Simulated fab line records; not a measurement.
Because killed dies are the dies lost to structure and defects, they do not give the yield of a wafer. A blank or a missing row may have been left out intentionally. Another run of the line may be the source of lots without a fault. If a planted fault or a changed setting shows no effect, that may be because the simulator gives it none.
Comparing a struck lot with a sound one | flow sky130 | 38 out of 708 route steps
Sound: these wafers, L965.3, L965.4, L965.5. The struck wafers were L954.1, L954.2, L954.4. At the end, the cause is stated.
At each step with rows: each side's tool, then ch and its chambers, then its first start. Under that, the readings that differ: sound wafers | struck wafers | difference of the means | sigmas: that difference in standard deviations of wafers without a fault.
alike: readings with means less than 2 such deviations apart, plus words and numbers identical on both sides. not compared: withheld readings, readings lacking a value on some wafer, bounds such as >300 that could conceal the same value, and numbers that have no deviation in the record and whose values overlap.
The two part at a step that has a row with sigmas, a row that says differs or no value, or rows on one side only. Numbers that have no deviation but don't overlap get no sigmas and don't part them. Lack of a reading on every wafer of one side parts them only where that side has two or more wafers.

first, 9 steps without rows for these wafers: SKY_VIA2_SPUTTER_20 (material TiN, target thk 20 nm, time 80 s); SKY_VIA2_CVD_21 (deposits W, target thk 420 nm, time 126.4 s); SKY_VIA2_CMP_24 (polishes, stops on SiO2, t overpolish 20 s, target thk 0 nm); SKY_METAL3_SPUTTER_00 (material Ti, target thk 15 nm, time 10 s); SKY_METAL3_SPUTTER_01 (material TiN, target thk 20 nm, time 16.7 s); SKY_METAL3_SPUTTER_02 (material AlCu, target thk 735 nm, time 39.1 s); SKY_METAL3_SPUTTER_03 (material Ti, target thk 5 nm, time 3.3 s); SKY_METAL3_SPUTTER_04 (material TiN, target thk 70 nm, time 58.3 s); SKY_CAPM_CVD_00 (deposits SiO2, target thk 15.5 nm).
SKY_CAPM_SPUTTER_02: material TiN, target thk 200 nm, time 166.7 s.
  sound on pvd-sputter-04 at day 42 03:10; struck on pvd-sputter-03 at day 38 23:02
  reading                                  | sound                | struck               | difference | sigmas
  cathode-dc-power-W (W)                   | 6497.2 6501.3 6500.4 | 5712.3 5713.0 5715.0 | -786.2     | -99 or more
  model.TiN_of_CAPM_SPUTTER_02.thk-nm (nm) | 196.5 196.2 198.6    | 171.9 171.9 173.5    | -24.7      |
  alike: chamber-pressure-pa, throttle-valve-pct
SKY_CAPM_RS_MEAS_03: a four-point-probe measurement.
  sound on film-metro-04 at day 42 03:19; struck on film-metro-04 at day 38 23:08
  reading              | sound          | struck         | difference | sigmas
  CAPM_TIN_RS (ohm/sq) | 7.03 7.05 6.95 | 8.07 8.07 7.98 | +1.03      | +12
SKY_CAPM_THK_MEAS_04: measures by xrf.
  sound on film-metro-04 at day 42 03:25; struck on film-metro-04 at day 38 23:16
  reading           | sound             | struck            | difference | sigmas
  CAPM_TIN_THK (nm) | 192.4 193.0 195.6 | 168.6 168.3 170.4 | -24.6      | -10
then, 7 steps without rows for these wafers: SKY_CAPM_DEHYDRATE_05 (time 60 s); SKY_CAPM_HMDS_06 (prime time 60 s); SKY_CAPM_COAT_07 (resist thk 1140 nm); SKY_CAPM_SOFTBAKE_08 (time 60 s); SKY_CAPM_EXPOSE_09 (exposes mask CAPM, target cd 1000 nm); SKY_CAPM_PEB_10; SKY_CAPM_DEVELOP_11 (develop time 60 s).
SKY_CAPM_METAL_ETCH_13: etches TiN in Cl2/BCl3, stops on SiO2, target depth 220 nm, time 62.9 s.
  sound on rie-metal-04 ch 0,1, day 43 01:46; struck on rie-metal-04 ch 0,1, day 39 23:56
  reading                | sound                | struck               | difference | sigmas
  oes-product-au (a.u.)  | 0.927 0.931 0.933    | 0.850 0.865 0.868    | -0.069     | -9
  throttle-valve-pct (%) | 21.896 21.905 21.909 | 21.955 21.951 21.943 | +0.046     | +4
  alike: chamber-pressure-mTorr, drypump-motor-current-A
  not compared: rf-hours-counter-h
then, 16 steps without rows for these wafers: SKY_CAPM_STRIP_14 (strips in O2/N2); SKY_CAPM_STRIP_15 (strips in post etch residue remover, time 1200 s); SKY_CAPM_CLEAN_16 (cleans in IPA, time 180 s); SKY_CAPM_CLEAN_17 (cleans in O3/DIW); SKY_METAL3_DEHYDRATE_05 (time 60 s); SKY_METAL3_HMDS_06 (prime time 60 s); SKY_METAL3_COAT_07 (resist thk 60 nm); SKY_METAL3_COAT_08 (resist thk 1140 nm); SKY_METAL3_SOFTBAKE_09 (time 90 s); SKY_METAL3_EXPOSE_10 (exposes mask MM3, target cd 300 nm); SKY_METAL3_PEB_11; SKY_METAL3_DEVELOP_12 (develop time 60 s); SKY_METAL3_DESCUM_15 (chemistry O2, time 8 s); SKY_METAL3_ETCH_16 (etches BARC in N2/H2, stops on SiO2, time 88.2 s, target depth 60 nm); SKY_METAL3_ETCH_17 (etches SiO2 in C4F8/O2/Ar, stops on TiN, time 3.9 s, target depth 15 nm); SKY_METAL3_METAL_ETCH_18 (etches the open film in Cl2/BCl3, stops on SiO2, target depth 845 nm, time 183.1 s).
SKY_METAL3_STRIP_20: strips in post etch residue remover, time 1200 s.
  sound on wet-bench-01 ch 1, day 44 01:44; struck on wet-bench-01 ch 2, day 41 01:32
  reading                                  | sound             | struck        | difference | sigmas
  model.TiN_of_CAPM_SPUTTER_02.thk-nm (nm) | 195.7 195.4 197.8 | 171 171 172.7 | -25        |
  alike: temp-c
-- the record jumps here: 7 days lie between the struck wafers' starts before and after (it left off in module METAL3 and takes up again in module PAD_OPEN, whose first step shown is number 708 of the route) --
SKY_PAD_OPEN_PROBE_99:
  sound on prober-02 at day 50 05:43; struck on prober-01 at day 47 22:23
  reading                              | sound               | struck               | difference | sigmas
  sort_bin_6_memory (%)                | 3.7 5.3 4.7         | 6.9 6.7 6.5          | +2.1       | +2
  model.etest.cap-mim.plate-ohm-sq     | 6.084 6.164 6.096   | 6.949 7.003 6.889    | +0.832     |
  model.etest.cap-mim.bv-v (V)         | 12.99 13.21 13.89   | 12.6 12.84 12.65     | -0.7       |
  model.etest.cap-mim.leak-log10-a-cm2 | -8.777 -8.861 -9.13 | -8.456 -8.484 -8.629 | +0.400     |
  alike: defect-limited-yield, killed_at_M0_to_M3, killed_at_M4_up, killed-at-contacts, killed-at-front-end, killed-at-other, killed-dies, killed-open, killed-short, sort_bin_3_pad_short, sort_bin_5_function, sort-n-pass, sort-yield-pct

== WHERE THEY PART ==
At SKY_CAPM_SPUTTER_02 first; at SKY_PAD_OPEN_PROBE_99 last (within this record only).

WHY: what the simulator had put in
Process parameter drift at SKY_CAPM_SPUTTER_02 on pvd-sputter-03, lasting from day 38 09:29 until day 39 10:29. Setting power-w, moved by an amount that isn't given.
